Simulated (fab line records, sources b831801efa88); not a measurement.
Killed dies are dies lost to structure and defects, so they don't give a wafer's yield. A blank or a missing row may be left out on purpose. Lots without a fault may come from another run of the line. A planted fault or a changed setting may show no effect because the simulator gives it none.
Which tool did it? | flow sky130 | 13 lots, 39 wafers sampled, at 2 steps of a route of 708

WHAT THE GAUGES READ, wafer by wafer
SKY_NWELL_THK_MEAS_02.
lot  | measured    | on            | NWELL_OXIDATION_THK (nm)
L809 | day 2 09:45 | film_metro-04 | 9.99 9.91 9.70
L810 | day 2 19:56 | film_metro-02 | 10.27 10.17 10.25
L811 | day 3 00:22 | film_metro-02 | 9.81 9.87 9.97
L812 | day 3 02:09 | film_metro-04 | 10.07 10.07 10.21
L813 | day 3 07:32 | film_metro-04 | 10.19 10.21 10.18
L814 | day 3 15:55 | film_metro-04 | 9.92 10.12 9.94
L815 | day 3 20:44 | film_metro-03 | 9.88 10.04 10.01
L827 | day 6 14:07 | film_metro-04 | 10.01 9.98 10.11
L828 | day 6 15:30 | film_metro-03 | 10.15 10.19 10.15
L829 | day 6 19:57 | film_metro-03 | 10.22 10.34 10.02
L830 | day 7 04:02 | film_metro-03 | 10.08 10.15 10.14
L831 | day 7 05:38 | film_metro-04 | 10.09 10.18 10.25
L832 | day 7 13:21 | film_metro-04 | 10.26 10.04 10.20

SKY_PWDE_OVL_MEAS_07.
lot  | measured    | on         | PWDE_OVL (nm)
L809 | day 3 17:07 | overlay-01 | -2.5 -2.1 -1.4
L810 | day 4 03:55 | overlay-02 | -1.8 -1.2 -2.8
L811 | day 4 09:32 | overlay-01 | -4.0 -3.6 -3.1
L812 | day 4 11:04 | overlay-01 | -5.2 -3.2 -5.0
L813 | day 4 16:29 | overlay-02 | -1.9 -2.7 -0.2
L814 | day 5 00:52 | overlay-01 | -2.0 -0.9 -1.3
L815 | day 5 06:34 | overlay-01 | -2.2 -3.9 -3.4
L827 | day 8 06:17 | overlay-01 | 0.8 0.1 -1.1
L828 | day 8 07:56 | overlay-02 | -3.5 -2.5 -3.3
L829 | day 8 14:11 | overlay-01 | -2.4 -2.9 -2.3
L830 | day 8 20:41 | overlay-02 | 0.1 0.0 -1.4
L831 | day 8 23:23 | overlay-02 | 0.5 -2.5 -1.4
L832 | day 9 06:46 | overlay-02 | -3.2 -2.1 -2.5

WHICH TOOL RAN EACH LOT (tool, then ch and the chambers of the sampled wafers, then the start)
The record holds no process step before these readings.

WHAT THE TOOLS THEMSELVES READ (means of the sampled wafers that have a number; where no wafer has one, the mark that the record gives instead)
The record holds no such reading with a usual standard deviation.

THE ANSWER, worked out from the rows above alone
Rule: what is usual is taken from the lots themselves. Put in order of their means at a reading, lots are off if they are a third of the lots or fewer, leave a main group of 4 or more, and stand apart from it by a gap of 3 or more times the standard deviation of the main group's means; of several such gaps the widest counts. A main group whose means are all the same, to the digits that the tables above print for the reading, isn't used. A lot without any number at a reading at which 4 lots or more have one is off too. The other lots that the step has rows for count as sound. The gauges are gone through in route order, then the tools' own readings, and for those a lot's mean is taken as printed above. The first step at which some lot is off is used, and at that step the reading that is off furthest; a lot without a number counts as furthest.
No lot is off at any reading shown: from this, nothing can be told.

WHAT THE SIMULATOR HAD PUT IN
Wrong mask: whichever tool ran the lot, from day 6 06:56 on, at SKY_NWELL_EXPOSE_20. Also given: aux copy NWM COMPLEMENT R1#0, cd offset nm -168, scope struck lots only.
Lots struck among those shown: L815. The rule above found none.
